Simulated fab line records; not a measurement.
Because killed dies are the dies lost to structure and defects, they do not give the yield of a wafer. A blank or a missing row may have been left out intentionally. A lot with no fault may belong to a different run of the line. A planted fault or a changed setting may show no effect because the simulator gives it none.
2 desks, one fault	flow gf180mcu	only its own numbers are on each desk; what lay behind them is given at the end

== FROM THE METROLOGY DESK ==
Means of the sampled wafers that have a number, per lot and without regard to the tool the lot ran on: this is what the gauges read. A lot is out of limits, marked OUT, if its mean lies more than 4 standard deviations from the usual mean; the brackets give that distance.
Columns: A = STI_CVD_03_THK at GF_STI_THK_MEAS_04, usual 205.7 nm; B = MVSD_RS at GF_VT_IMPLANT_RS_MEAS_46, usual 456.3 ohm/sq
lot	first seen here	A	B
L905	day 1 13:34	205.2	457.2
L906	day 1 18:34	205.9	457.5
L907	day 1 23:34	209.5	455.0
L908	day 2 04:34	207.1	456.1
L909	day 2 10:05	204.4	456.6
L910	day 2 14:34	205.9	455.6
L914	day 3 10:35	203.6	454.8
L915	day 3 15:34	171.7 (-16) OUT	455.9
L917	day 4 02:23	172.9 (-16) OUT	456.2
L919	day 4 13:43	206.3	455.8
L927	day 6 06:04	200.9	456.8
This desk's result: L915, L917 out of limits, first on L915 (STI_CVD_03_THK at GF_STI_THK_MEAS_04), day 3 15:34. L905, L906, L907, L908, L909, L910, L914, L919, L927: within limits.

== TOOL OWNER'S DESK, lpcvd-02 ==
The tool's own readings at GF_STI_CVD_03 (deposits Si3N4 from DCS/NH3, target thk 207.16 nm, time 3551 s): means of the sampled wafers that have a number, for each lot that ran on this tool. A lot is out of limits, marked OUT, if its mean lies more than 4 standard deviations from the usual mean; the brackets give that distance.
Columns: A = spike-tc-centre-C at GF_STI_CVD_03, usual 769.8 C; B = zone-power-upper-pct at GF_STI_CVD_03, usual 15.0 %
lot	first seen here	A	B
L907	day 1 21:34	770.4	15.8
L910	day 2 12:34	770.3	16.7
L915	day 3 13:34	769.2	16.9
L917	day 4 00:24	769.0	16.5
Result from this desk: across the 4 lots, nothing is out of limits.

== BROUGHT TOGETHER ==
The metrology desk could have raised an alarm at day 3 15:34, on L915, L917.
The tool owner's desk saw nothing out of limits.
Tool owner's desk: L915, L917 on record, inside its limits.
The lots listed all ran GF_STI_CVD_03 on lpcvd-02.

== WHAT HAD BEEN PUT IN BY THE SIMULATOR ==
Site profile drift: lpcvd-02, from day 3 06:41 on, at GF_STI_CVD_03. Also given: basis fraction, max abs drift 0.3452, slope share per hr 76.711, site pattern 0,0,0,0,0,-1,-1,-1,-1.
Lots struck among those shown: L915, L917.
Delay in hours, fault start to first out-of-limits reading, per desk: metrology desk 9.
